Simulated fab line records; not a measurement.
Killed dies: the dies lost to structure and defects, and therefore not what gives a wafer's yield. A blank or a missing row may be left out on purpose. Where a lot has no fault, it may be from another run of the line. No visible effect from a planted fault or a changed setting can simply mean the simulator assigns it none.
fab line records	flow gf180mcu
record: lots: 24	wafers: 72	last-day: 34
route steps=602 shown SALICIDE@284 CONTACT@302 V1@349 V3@444
lots that met no fault: taken from a fault-free run of the same line
start-h: the number of hours between the record's first day and the start of the first shown wafer of the lot	wait-h: time in hours since the lot's previous step	" as in the row above	L1.1+2: a row that stands for several wafers	- no value, or no start was given	* or withheld: withheld	< > ~ a bound
route shown NAME@n: names a module that has steps shown in the file, with the first one's number in the route	usual: average and standard deviation across the fault-free wafers	same: alike in all rows	chamber/n: place in a boat	sites: each site's reading	_std_site: how widely they spread, as a standard deviation	_edge_site: inner sites' mean taken away from outer sites' mean	radius-mm: for every site, how far away it sits from the centre of the wafer	mask NAME#n: copy n	behind: the tool/chamber that last shaped the wafer	hold: why the lot went on hold/how many hours it stayed there/how the hold came to an end	device: the n, p or np transistor that did not switch	end of line: tests of these same wafers at the route's end	for a step that has no rows: nothing shown but its recipe	killed: dies that structure and defects cost at the first sort, which is not the same as the wafer's yield	map: per-die view of a wafer (x killed, . not killed, _ where there is no die)
set.NAME: the setting that was run; set.NAME@STEP: the one run at that earlier step	model.NAME: the simulator's own value behind a step, which no gauge read
steps of the route over a sample of lots; a table a step, a row a wafer
services: a tool's chamber out of use, with start hour (start-h, from the record's first day; less than 0 if before it), hours out, and reason
== steps ==
step: GF_SALICIDE_RTA_06
recipe: temp-c: 530	time-s: 30	ambient: N2
usual: lamp-power-pct: 5.97/0.26	wafer_temp_C_max: 532.8/0.96
lot.wafer	tool	chamber	start-h	wait-h	lamp-power-pct	wafer_temp_C_max
L074.1	rtp-anneal-02	0	339.20	0.1	5.60	531.3
L074.5	"	0	"	"	5.60	531.6
L074.6	"	0	"	"	5.60	531.6
L075.2	rtp-anneal-01	0	343.29	0.1	6.16	533.9
L075.4	"	0	"	"	6.16	533.1
L075.6	"	0	"	"	6.16	533.0
L076.1	rtp-anneal-02	0	353.23	0.1	5.60	532.1
L076.4	"	0	"	"	5.59	531.9
L076.5	"	0	"	"	5.61	531.7
L077.3	rtp-anneal-02	0	361.15	0.1	5.59	531.7
L077.4	"	0	"	"	5.60	532.1
L077.6	"	0	"	"	5.59	532.3
L078.2	rtp-anneal-02	0	372.16	0.1	5.60	531.7
L078.3	"	0	"	"	5.59	531.2
L078.5	"	0	"	"	5.61	530.9
L079.3	rtp-anneal-01	0	387.22	0.1	6.17	533.9
L079.4	"	0	"	"	6.16	532.3
L079.6	"	0	"	"	6.16	533.6
L080.4	rtp-anneal-02	0	393.83	0.1	5.60	532.0
L080.5	"	0	"	"	5.59	531.5
L080.6	"	0	"	"	5.60	531.6
L081.2	rtp-anneal-01	0	404.90	0.1	6.15	533.8
L081.4	"	0	"	"	6.16	532.9
L081.5	"	0	"	"	6.16	533.0
L082.4	rtp-anneal-02	0	410.43	0.1	5.60	531.2
L082.5	"	0	"	"	5.61	531.8
L082.6	"	0	"	"	5.60	532.1
L083.4	rtp-anneal-01	0	416.70	0.1	6.16	532.3
L083.5	"	0	"	"	6.15	533.9
L083.6	"	0	"	"	6.17	533.9
L084.1	rtp-anneal-01	0	431.83	0.1	6.15	533.6
L084.3	"	0	"	"	6.15	534.0
L084.4	"	0	"	"	6.16	533.5
L085.1	rtp-anneal-01	0	448.47	0.1	6.16	534.3
L085.3	"	0	"	"	6.16	533.6
L085.5	"	0	"	"	6.16	532.6
L086.4	rtp-anneal-01	0	460.83	0.1	6.16	533.4
L086.5	"	0	"	"	6.15	533.1
L086.6	"	0	"	"	6.16	532.6
L087.3	rtp-anneal-01	0	464.48	0.1	6.16	534.3
L087.4	"	0	"	"	6.16	533.4
L087.5	"	0	"	"	6.16	534.6
L088.2	rtp-anneal-01	0	469.05	0.1	6.17	532.6
L088.3	"	0	"	"	6.15	533.7
L088.5	"	0	"	"	6.15	533.7
L089.1	rtp-anneal-02	0	479.53	0.1	5.61	531.9
L089.2	"	0	"	"	5.60	531.4
L089.3	"	0	"	"	5.60	532.7
L090.1	rtp-anneal-01	0	483.57	0.1	6.16	533.3
L090.4	"	0	"	"	6.16	533.0
L090.6	"	0	"	"	6.15	532.9
L091.3	rtp-anneal-02	0	495.82	0.1	5.60	531.2
L091.4	"	0	"	"	5.60	531.3
L091.6	"	0	"	"	5.61	531.7
L092.1	rtp-anneal-01	0	500.09	0.1	6.16	533.5
L092.4	"	0	"	"	6.16	532.8
L092.6	"	0	"	"	6.16	533.5
L093.3	rtp-anneal-01	0	500.98	0.1	6.16	533.1
L093.4	"	0	"	"	6.17	533.2
L093.6	"	0	"	"	6.14	533.8
L094.1	rtp-anneal-01	0	509.64	0.1	6.17	532.5
L094.2	"	0	"	"	6.17	532.8
L094.4	"	0	"	"	6.16	533.1
L095.2	rtp-anneal-01	0	514.86	0.1	6.16	533.1
L095.5	"	0	"	"	6.16	533.2
L095.6	"	0	"	"	6.16	532.5
L096.3	rtp-anneal-01	0	525.36	0.1	6.16	532.9
L096.4	"	0	"	"	6.16	534.0
L096.6	"	0	"	"	6.15	533.1
L097.3	rtp-anneal-01	0	530.93	0.1	6.15	532.9
L097.4	"	0	"	"	6.16	533.2
L097.5	"	0	"	"	6.16	533.8
step: GF_CONTACT_OVL_MEAS_15
usual: CONTACT_OVL: 2/4.7
lot.wafer	tool	chamber	start-h	wait-h	CONTACT_OVL[nm]
L074.1	overlay-02	-	362.11	0.1	2
L074.5	"	-	"	"	0
L074.6	"	-	"	"	1
L075.2	overlay-02	-	365.77	0.1	7
L075.4	"	-	"	"	7
L075.6	"	-	"	"	5
L076.1	overlay-02	-	376.51	0.1	-2
L076.4	"	-	"	"	-5
L076.5	"	-	"	"	-1
L077.3	overlay-02	-	383.52	0.1	-4
L077.4	"	-	"	"	-1
L077.6	"	-	"	"	0
L078.2	overlay-02	-	395.87	0.1	0
L078.3	"	-	"	"	-1
L078.5	"	-	"	"	1
L079.3	overlay-01	-	411.52	0.1	4
L079.4	"	-	"	"	7
L079.6	"	-	"	"	1
L080.4	overlay-02	-	418.38	0.1	-1
L080.5	"	-	"	"	-2
L080.6	"	-	"	"	-5
L081.2	overlay-01	-	430.38	0.1	0
L081.4	"	-	"	"	1
L081.5	"	-	"	"	3
L082.4	overlay-01	-	435.03	0.1	3
L082.5	"	-	"	"	0
L082.6	"	-	"	"	3
L083.4	overlay-02	-	442.18	0.1	2
L083.5	"	-	"	"	2
L083.6	"	-	"	"	-3
L084.1	overlay-01	-	456.92	0.1	0
L084.3	"	-	"	"	2
L084.4	"	-	"	"	-3
L085.1	overlay-02	-	473.36	0.1	1
L085.3	"	-	"	"	0
L085.5	"	-	"	"	1
L086.4	overlay-02	-	485.99	0.1	4
L086.5	"	-	"	"	2
L086.6	"	-	"	"	-3
L087.3	overlay-02	-	489.77	0.1	3
L087.4	"	-	"	"	10
L087.5	"	-	"	"	6
L088.2	overlay-02	-	493.43	0.1	10
L088.3	"	-	"	"	9
L088.5	"	-	"	"	11
L089.1	overlay-02	-	503.86	0.1	8
L089.2	"	-	"	"	11
L089.3	"	-	"	"	8
L090.1	overlay-02	-	507.96	0.1	-7
L090.4	"	-	"	"	-2
L090.6	"	-	"	"	-1
L091.3	overlay-02	-	519.72	0.1	5
L091.4	"	-	"	"	5
L091.6	"	-	"	"	2
L092.1	overlay-01	-	524.41	0.1	-1
L092.4	"	-	"	"	-1
L092.6	"	-	"	"	6
L093.3	overlay-02	-	524.82	0.1	4
L093.4	"	-	"	"	4
L093.6	"	-	"	"	3
L094.1	overlay-02	-	534.26	0.1	-1
L094.2	"	-	"	"	2
L094.4	"	-	"	"	2
L095.2	overlay-02	-	538.53	0.1	5
L095.5	"	-	"	"	7
L095.6	"	-	"	"	-6
L096.3	overlay-02	-	549.03	0.1	9
L096.4	"	-	"	"	9
L096.6	"	-	"	"	2
L097.3	overlay-02	-	554.62	0.1	-3
L097.4	"	-	"	"	-2
L097.5	"	-	"	"	-3
step: GF_CONTACT_ETCH_16
recipe: chemistry: N2/H2	target-depth-a: withheld	overetch-a: withheld	time-s: withheld	target: BARC	ion-energy-ev: 200	source-w: 500	bias-w: 100	pressure-mtorr: 30	n2-flow-sccm: 100	h2-flow-sccm: 200
usual: drypump-motor-current-A: 5.6/0.38	oes-product-au: 0.854/0.005	throttle-valve-pct: 13.225/0.0094
lot.wafer	tool	chamber	start-h	wait-h	drypump-motor-current-A	oes-product-au	throttle-valve-pct
L074.1	rie-diel-02	2	362.15	0.0	5.6	0.853	13.234
L074.5	"	2	"	"	5.6	0.858	13.218
L074.6	"	0	"	"	5.8	0.861	13.223
L075.2	rie-diel-02	1	365.80	0.0	5.3	0.852	13.224
L075.4	"	1	"	"	5.3	0.846	13.223
L075.6	"	0	"	"	5.8	0.844	13.227
L076.1	rie-diel-02	2	376.54	0.0	5.5	0.865	13.231
L076.4	"	1	"	"	5.2	0.848	13.227
L076.5	"	0	"	"	5.8	0.863	13.212
L077.3	rie-diel-03	0	383.54	0.0	5.1	0.855	13.218
L077.4	"	2	"	"	5.3	0.857	13.225
L077.6	"	1	"	"	5.6	0.853	13.222
L078.2	rie-diel-03	1	395.90	0.0	5.6	0.861	13.236
L078.3	"	0	"	"	5.0	0.858	13.233
L078.5	"	3	"	"	5.7	0.849	13.239
L079.3	rie-diel-04	3	411.55	0.0	5.9	0.850	13.223
L079.4	"	0	"	"	5.6	0.864	13.221
L079.6	"	0	"	"	5.6	0.853	13.217
L080.4	rie-diel-03	1	418.39	0.0	5.5	0.855	13.230
L080.5	"	3	"	"	5.6	0.853	13.235
L080.6	"	2	"	"	5.3	0.864	13.226
L081.2	rie-diel-03	3	430.41	0.0	5.7	0.859	13.220
L081.4	"	2	"	"	5.3	0.848	13.238
L081.5	"	3	"	"	5.7	0.854	13.226
L082.4	rie-diel-04	1	435.04	0.0	5.4	0.852	13.230
L082.5	"	1	"	"	5.4	0.852	13.207
L082.6	"	2	"	"	6.6	0.849	13.230
L083.4	rie-diel-02	3	442.19	0.0	6.3	0.858	13.238
L083.5	"	2	"	"	5.5	0.852	13.226
L083.6	"	1	"	"	5.3	0.851	13.224
L084.1	rie-diel-03	3	456.96	0.0	5.7	0.858	13.236
L084.3	"	1	"	"	5.6	0.854	13.220
L084.4	"	2	"	"	5.2	0.853	13.220
L085.1	rie-diel-03	3	473.39	0.0	5.7	0.855	13.221
L085.3	"	1	"	"	5.6	0.845	13.230
L085.5	"	1	"	"	5.6	0.856	13.215
L086.4	rie-diel-02	2	486.01	0.0	5.5	0.849	13.221
L086.5	"	1	"	"	5.3	0.850	13.216
L086.6	"	0	"	"	5.8	0.854	13.235
L087.3	rie-diel-03	1	489.79	0.0	5.5	0.849	13.229
L087.4	"	2	"	"	5.3	0.843	13.213
L087.5	"	0	"	"	5.1	0.860	13.232
L088.2	rie-diel-02	3	493.46	0.0	6.3	0.845	13.231
L088.3	"	2	"	"	5.5	0.851	13.224
L088.5	"	1	"	"	5.3	0.848	13.222
L089.1	rie-diel-02	2	503.89	0.0	5.5	0.868	13.241
L089.2	"	3	"	"	6.3	0.846	13.228
L089.3	"	1	"	"	5.2	0.852	13.233
L090.1	rie-diel-04	1	507.99	0.0	5.5	0.854	13.221
L090.4	"	3	"	"	6.0	0.855	13.239
L090.6	"	3	"	"	6.0	0.854	13.234
L091.3	rie-diel-02	2	519.74	0.0	5.5	0.852	13.231
L091.4	"	3	"	"	6.3	0.847	13.215
L091.6	"	3	"	"	6.3	0.858	13.231
L092.1	rie-diel-02	0	524.44	0.0	5.8	0.856	13.212
L092.4	"	3	"	"	6.3	0.853	13.219
L092.6	"	1	"	"	5.3	0.848	13.220
L093.3	rie-diel-03	1	524.84	0.0	5.6	0.854	13.231
L093.4	"	3	"	"	5.7	0.850	13.219
L093.6	"	2	"	"	5.2	0.852	13.227
L094.1	rie-diel-02	0	534.29	0.0	5.8	0.850	13.236
L094.2	"	2	"	"	5.6	0.851	13.238
L094.4	"	3	"	"	6.3	0.854	13.215
L095.2	rie-diel-04	0	538.56	0.0	5.6	0.856	13.243
L095.5	"	2	"	"	6.5	0.857	13.218
L095.6	"	0	"	"	5.6	0.852	13.217
L096.3	rie-diel-03	3	549.06	0.0	5.7	0.852	13.210
L096.4	"	1	"	"	5.6	0.857	13.228
L096.6	"	3	"	"	5.7	0.852	13.230
L097.3	rie-diel-02	1	554.64	0.0	5.3	0.854	13.232
L097.4	"	0	"	"	5.8	0.862	13.238
L097.5	"	2	"	"	5.5	0.859	13.228
step: GF_V1_CD_MEAS_14
recipe: target-cd-nm: 260
usual: cd-nm: 260.3/1
lot.wafer	tool	chamber	start-h	wait-h	cd-nm
L074.1	cd-sem-01	-	410.01	0.1	259.9
L074.5	"	-	"	"	258.0
L074.6	"	-	"	"	259.8
L075.2	cd-sem-02	-	414.26	0.1	260.5
L075.4	"	-	"	"	260.3
L075.6	"	-	"	"	259.8
L076.1	cd-sem-02	-	425.84	0.1	260.7
L076.4	"	-	"	"	260.7
L076.5	"	-	"	"	260.1
L077.3	cd-sem-02	-	432.79	0.1	260.5
L077.4	"	-	"	"	259.9
L077.6	"	-	"	"	260.7
L078.2	cd-sem-02	-	445.57	0.1	262.1
L078.3	"	-	"	"	261.5
L078.5	"	-	"	"	262.2
L079.3	cd-sem-02	-	461.94	0.1	261.1
L079.4	"	-	"	"	261.5
L079.6	"	-	"	"	261.1
L080.4	cd-sem-01	-	469.61	0.1	261.0
L080.5	"	-	"	"	262.0
L080.6	"	-	"	"	261.8
L081.2	cd-sem-02	-	480.87	0.1	260.0
L081.4	"	-	"	"	258.8
L081.5	"	-	"	"	258.9
L082.4	cd-sem-01	-	485.60	0.1	260.0
L082.5	"	-	"	"	260.7
L082.6	"	-	"	"	260.6
L083.4	cd-sem-01	-	493.30	0.1	260.4
L083.5	"	-	"	"	259.2
L083.6	"	-	"	"	259.7
L084.1	cd-sem-01	-	506.55	0.1	259.8
L084.3	"	-	"	"	259.8
L084.4	"	-	"	"	258.9
L085.1	cd-sem-02	-	523.55	0.1	260.8
L085.3	"	-	"	"	260.4
L085.5	"	-	"	"	260.9
L086.4	cd-sem-01	-	535.81	0.1	259.5
L086.5	"	-	"	"	259.3
L086.6	"	-	"	"	260.6
L087.3	cd-sem-02	-	538.83	0.1	260.9
L087.4	"	-	"	"	261.9
L087.5	"	-	"	"	261.7
L088.2	cd-sem-02	-	542.06	0.1	260.8
L088.3	"	-	"	"	260.6
L088.5	"	-	"	"	260.3
L089.1	cd-sem-02	-	552.04	0.1	261.6
L089.2	"	-	"	"	261.1
L089.3	"	-	"	"	260.4
L090.1	cd-sem-01	-	555.70	0.1	260.5
L090.4	"	-	"	"	259.6
L090.6	"	-	"	"	259.6
L091.3	cd-sem-01	-	567.09	0.1	257.5
L091.4	"	-	"	"	259.0
L091.6	"	-	"	"	259.3
L092.1	cd-sem-01	-	571.74	0.1	261.3
L092.4	"	-	"	"	261.4
L092.6	"	-	"	"	262.2
L093.3	cd-sem-02	-	573.34	0.1	259.4
L093.4	"	-	"	"	258.4
L093.6	"	-	"	"	259.0
L094.1	cd-sem-02	-	581.45	0.1	259.8
L094.2	"	-	"	"	261.0
L094.4	"	-	"	"	261.1
L095.2	cd-sem-01	-	585.96	0.1	260.3
L095.5	"	-	"	"	260.1
L095.6	"	-	"	"	260.6
L096.3	cd-sem-02	-	595.29	0.1	261.5
L096.4	"	-	"	"	261.9
L096.6	"	-	"	"	261.5
L097.3	cd-sem-02	-	600.58	0.1	261.5
L097.4	"	-	"	"	260.3
L097.5	"	-	"	"	260.3
step: GF_V3_OVL_MEAS_15
usual: V3_OVL: 1/5.1
lot.wafer	tool	chamber	start-h	wait-h	V3_OVL[nm]
L074.1	overlay-01	-	511.67	0.1	9
L074.5	"	-	"	"	2
L074.6	"	-	"	"	0
L075.2	overlay-02	-	515.63	0.1	-4
L075.4	"	-	"	"	-4
L075.6	"	-	"	"	-2
L076.1	overlay-01	-	527.07	0.1	-13
L076.4	"	-	"	"	-10
L076.5	"	-	"	"	-7
L077.3	overlay-02	-	534.53	0.1	-2
L077.4	"	-	"	"	0
L077.6	"	-	"	"	3
L078.2	overlay-02	-	544.93	0.1	1
L078.3	"	-	"	"	3
L078.5	"	-	"	"	1
L079.3	overlay-01	-	561.43	0.1	2
L079.4	"	-	"	"	5
L079.6	"	-	"	"	-3
L080.4	overlay-01	-	567.97	0.1	1
L080.5	"	-	"	"	3
L080.6	"	-	"	"	0
L081.2	overlay-01	-	577.48	0.1	1
L081.4	"	-	"	"	-2
L081.5	"	-	"	"	-2
L082.4	overlay-02	-	582.99	0.1	-4
L082.5	"	-	"	"	-2
L082.6	"	-	"	"	2
L083.4	overlay-02	-	588.54	0.1	-1
L083.5	"	-	"	"	-3
L083.6	"	-	"	"	1
L084.1	overlay-02	-	600.82	0.1	-2
L084.3	"	-	"	"	-1
L084.4	"	-	"	"	5
L085.1	overlay-02	-	615.97	0.1	4
L085.3	"	-	"	"	2
L085.5	"	-	"	"	2
L086.4	overlay-01	-	627.44	0.1	9
L086.5	"	-	"	"	8
L086.6	"	-	"	"	12
L087.3	overlay-01	-	631.38	0.1	-3
L087.4	"	-	"	"	-1
L087.5	"	-	"	"	3
L088.2	overlay-02	-	633.78	0.1	-10
L088.3	"	-	"	"	-3
L088.5	"	-	"	"	0
L089.1	overlay-02	-	643.77	0.1	5
L089.2	"	-	"	"	3
L089.3	"	-	"	"	5
L090.1	overlay-01	-	645.82	0.1	2
L090.4	"	-	"	"	5
L090.6	"	-	"	"	2
L091.3	overlay-02	-	655.73	0.1	2
L091.4	"	-	"	"	3
L091.6	"	-	"	"	7
L092.1	overlay-01	-	660.37	0.1	1
L092.4	"	-	"	"	3
L092.6	"	-	"	"	-3
L093.3	overlay-01	-	662.62	0.1	-8
L093.4	"	-	"	"	-4
L093.6	"	-	"	"	-7
L094.1	overlay-02	-	669.42	0.1	5
L094.2	"	-	"	"	8
L094.4	"	-	"	"	10
L095.2	overlay-02	-	673.08	0.1	3
L095.5	"	-	"	"	3
L095.6	"	-	"	"	4
L096.3	overlay-02	-	681.78	0.1	6
L096.4	"	-	"	"	6
L096.6	"	-	"	"	0
L097.3	overlay-02	-	686.07	0.1	3
L097.4	"	-	"	"	7
L097.5	"	-	"	"	6
step: GF_V3_STRIP_18
recipe: chemistry: O2/N2	power-w: 1400	pressure-mtorr: 1500	platen-temp-c: 250	o2-flow-sccm: 3000	n2-flow-sccm: 300	overash-fraction: 0.5
usual: drypump-motor-current-A: 5.8/0.67	heater-power-w: 333/21	oes-product-au: 0.592/0.0049
lot.wafer	tool	chamber	start-h	wait-h	drypump-motor-current-A	heater-power-w	oes-product-au	rf-hours-counter-h
L074.1	plasma-asher-01	1	511.84	-	6.8	369	0.585	68
L074.5	"	0	"	"	4.7	306	0.587	-
L074.6	"	1	"	"	6.7	364	0.596	-
L075.2	plasma-asher-04	0	515.79	-	6.1	307	0.585	91
L075.4	"	0	"	"	6.1	316	0.593	-
L075.6	"	0	"	"	6.1	313	0.592	-
L076.1	plasma-asher-03	0	527.24	-	5.2	346	0.593	10
L076.4	"	1	"	"	6.1	323	0.597	-
L076.5	"	1	"	"	6.1	322	0.585	-
L077.3	plasma-asher-04	1	534.72	-	6.2	332	0.581	-
L077.4	"	0	"	"	6.1	304	0.592	-
L077.6	"	0	"	"	6.1	307	0.589	-
L078.2	plasma-asher-03	1	545.09	-	6.1	317	0.592	12
L078.3	"	0	"	"	5.2	364	0.589	-
L078.5	"	1	"	"	6.1	321	0.597	-
L079.3	plasma-asher-04	1	561.62	-	6.2	332	0.589	-
L079.4	"	0	"	"	6.1	309	0.593	-
L079.6	"	1	"	"	6.2	337	0.586	-
L080.4	plasma-asher-01	0	568.15	-	4.7	301	0.591	-
L080.5	"	0	"	"	4.7	305	0.587	-
L080.6	"	1	"	"	6.7	356	0.586	-
L081.2	plasma-asher-03	0	577.64	-	5.2	357	0.585	15
L081.4	"	0	"	"	5.2	355	0.595	-
L081.5	"	1	"	"	6.1	324	0.587	-
L082.4	plasma-asher-03	0	583.17	-	5.2	355	0.587	-
L082.5	"	1	"	"	6.1	316	0.593	-
L082.6	"	0	"	"	5.1	342	0.592	-
L083.4	plasma-asher-01	0	588.72	-	4.7	309	0.599	-
L083.5	"	1	"	"	6.7	354	0.590	-
L083.6	"	0	"	"	4.7	307	0.589	-
L084.1	plasma-asher-03	0	600.99	-	5.1	347	0.592	17
L084.3	"	0	"	"	5.2	352	0.592	-
L084.4	"	1	"	"	6.1	321	0.591	-
L085.1	plasma-asher-03	0	616.14	-	5.2	348	0.589	19
L085.3	"	1	"	"	6.1	327	0.587	-
L085.5	"	0	"	"	5.2	347	0.592	-
L086.4	plasma-asher-01	0	627.62	-	4.7	311	0.594	-
L086.5	"	0	"	"	4.7	299	0.599	-
L086.6	"	1	"	"	6.7	368	0.598	-
L087.3	plasma-asher-03	1	631.57	-	6.1	322	0.589	-
L087.4	"	0	"	"	5.1	350	0.597	-
L087.5	"	0	"	"	5.1	351	0.590	-
L088.2	plasma-asher-04	0	633.94	-	6.1	315	0.585	104
L088.3	"	1	"	"	6.2	326	0.589	-
L088.5	"	1	"	"	6.2	331	0.586	-
L089.1	plasma-asher-01	1	643.94	-	6.7	370	0.591	82
L089.2	"	0	"	"	4.7	309	0.598	82
L089.3	"	0	"	"	4.7	305	0.594	-
L090.1	plasma-asher-03	1	645.99	-	6.1	327	0.587	22
L090.4	"	0	"	"	5.2	341	0.590	-
L090.6	"	1	"	"	6.1	321	0.585	-
L091.3	plasma-asher-03	1	655.92	-	6.1	327	0.596	-
L091.4	"	0	"	"	5.2	347	0.590	-
L091.6	"	0	"	"	5.2	354	0.588	-
L092.1	plasma-asher-03	1	660.54	-	6.1	319	0.602	23
L092.4	"	0	"	"	5.2	349	0.601	-
L092.6	"	1	"	"	6.1	312	0.586	-
L093.3	plasma-asher-03	1	662.80	-	6.1	324	0.586	-
L093.4	"	0	"	"	5.2	357	0.594	-
L093.6	"	0	"	"	5.2	344	0.587	-
L094.1	plasma-asher-03	0	669.59	-	5.1	345	0.595	24
L094.2	"	1	"	"	6.1	327	0.591	24
L094.4	"	0	"	"	5.1	345	0.592	-
L095.2	plasma-asher-04	0	673.24	-	6.1	318	0.598	108
L095.5	"	1	"	"	6.3	329	0.599	-
L095.6	"	0	"	"	6.1	305	0.586	-
L096.3	plasma-asher-01	1	681.97	-	6.8	371	0.596	-
L096.4	"	0	"	"	4.7	309	0.593	-
L096.6	"	1	"	"	6.7	370	0.596	-
L097.3	plasma-asher-01	1	686.25	-	6.7	361	0.594	-
L097.4	"	0	"	"	4.7	307	0.596	-
L097.5	"	1	"	"	6.8	358	0.599	-
== services ==
tool	chamber	start-h	hours	kind
rie-diel-02	0	326.32	11.4	repair
rie-diel-02	2	332.66	17.4	repair
plasma-asher-01	-	352.99	16.8	pm
rie-diel-03	2	359.03	8.7	repair
rie-diel-03	3	384.03	3.8	repair
rie-diel-02	3	398.23	12.8	repair
plasma-asher-03	-	421.25	9.0	pm
plasma-asher-01	-	426.21	0.7	repair
plasma-asher-01	-	440.08	8.0	repair
rie-diel-03	-	451.23	2.8	pm
plasma-asher-04	-	474.50	7.9	repair
rie-diel-02	-	522.64	0.9	repair
plasma-asher-03	-	557.39	3.4	repair
rie-diel-03	1	579.91	8.8	repair
plasma-asher-03	-	583.83	0.6	repair
rie-diel-02	2	586.35	8.9	repair
rie-diel-02	0	587.34	2.8	repair
rtp-anneal-02	-	593.77	4.1	pm
rie-diel-02	1	602.72	12.1	repair
rie-diel-03	3	606.93	14.0	repair
rtp-anneal-01	-	623.10	70.5	pm
rie-diel-02	3	647.45	5.6	repair
rie-diel-02	-	651.43	2.8	pm
rie-diel-02	3	677.64	9.9	repair
== key ==
fault none
